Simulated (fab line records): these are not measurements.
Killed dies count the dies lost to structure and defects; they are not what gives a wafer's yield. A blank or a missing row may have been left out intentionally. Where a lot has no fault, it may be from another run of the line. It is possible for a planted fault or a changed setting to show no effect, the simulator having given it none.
2 desks looking at one fault ; flow gf180mcu ; each desk has only its own numbers; what lay behind them comes last

## FROM THE METROLOGY DESK
Means of the sampled wafers that have a number, per lot and without regard to the tool the lot ran on: this is what the gauges read. The brackets show how far a lot's mean lies from the usual mean; more than 4 standard deviations puts the lot out of limits, marked OUT.
Columns: A = cdNm at GF_STI_CD_MEAS_12, usual 220.0 nm; B = VT_IMPLANT_03_OVL at GF_VT_IMPLANT_OVL_MEAS_40, usual 0.0 nm; C = NSD_TW at GF_NSD_TW_MEAS_12, usual 4236; D = NSD_RS at GF_PSD_RS_MEAS_14, usual 46.14 ohm/sq
lot;first seen here;A;B;C;D
L706;day 2 07:10;218.7;-0.9;4279;46.11
L709;day 2 21:57;220.3;0.1;4255;46.20
L711;day 3 09:51;219.1;-0.0;4240;46.21
L713;day 3 18:02;220.7;-1.6;4213;46.17
L714;day 3 23:32;219.3;1.2;4244;46.19
L715;day 4 03:59;221.2;0.8;4258;45.94
L717;day 4 16:09;219.4;-0.6;4246;46.21
L719;day 5 02:28;218.5;1.1;4254;46.10
L721;day 5 12:49;220.2;-1.1;4170;46.12
L722;day 5 16:49;219.5;1.9;4118;49.60 (+35) OUT
L724;day 6 03:16;219.0;2.4;4085 (-4.2) OUT;49.60 (+35) OUT
Finding of this desk: L722, L724 out of limits, first seen on L724 at day 19 22:54 (NSD_TW at GF_NSD_TW_MEAS_12). Within limits: L706, L709, L711, L713, L714, L715, L717, L719, L721.

## TOOL OWNER'S DESK, implanter-02
For each lot that ran on this tool, the mean over its sampled wafers that have a number, from the tool's own readings at GF_NSD_IMPLANT_09. The brackets show how far a lot's mean lies from the usual mean; more than 4 standard deviations puts the lot out of limits, marked OUT.
Columns: A = beamEnergyKeV at GF_NSD_IMPLANT_09, usual 59.994; B = faradayCurrentUA at GF_NSD_IMPLANT_09, usual 12906
lot;first seen here;A;B
L706;day 13 20:11;59.999;14016
L711;day 15 12:47;59.998;13933
L713;day 16 00:43;60.000;13771
L715;day 16 23:37;59.982;14203
L717;day 17 16:34;59.979;13948
L721;day 18 21:53;60.001;13694
L722;day 19 04:32;48.348 (-99 or more) OUT;13835
L724;day 19 22:32;48.363 (-99 or more) OUT;14265
This desk's finding: out of limits on L722, L724; first on L722, day 19 04:32 (beamEnergyKeV at GF_NSD_IMPLANT_09). Within limits: L706, L711, L713, L715, L717, L721.

## TAKEN TOGETHER
On L722, L724, at day 19 04:32, an alarm was possible from the tool owner's desk.
On L722, L724, the metrology desk was in a position to raise an alarm at day 19 22:54.
GF_NSD_IMPLANT_09 was run on implanter-02 by each of the lots named.

## WHAT WAS PUT IN BY THE SIMULATOR
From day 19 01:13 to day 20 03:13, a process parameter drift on implanter-02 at GF_NSD_IMPLANT_09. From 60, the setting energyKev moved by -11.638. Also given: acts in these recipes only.
Lots struck among those shown: L722, L724.
Delay (hours) between the fault's onset and each desk's first out-of-limits reading: 3 at the tool owner's desk, 22 at the metrology desk.
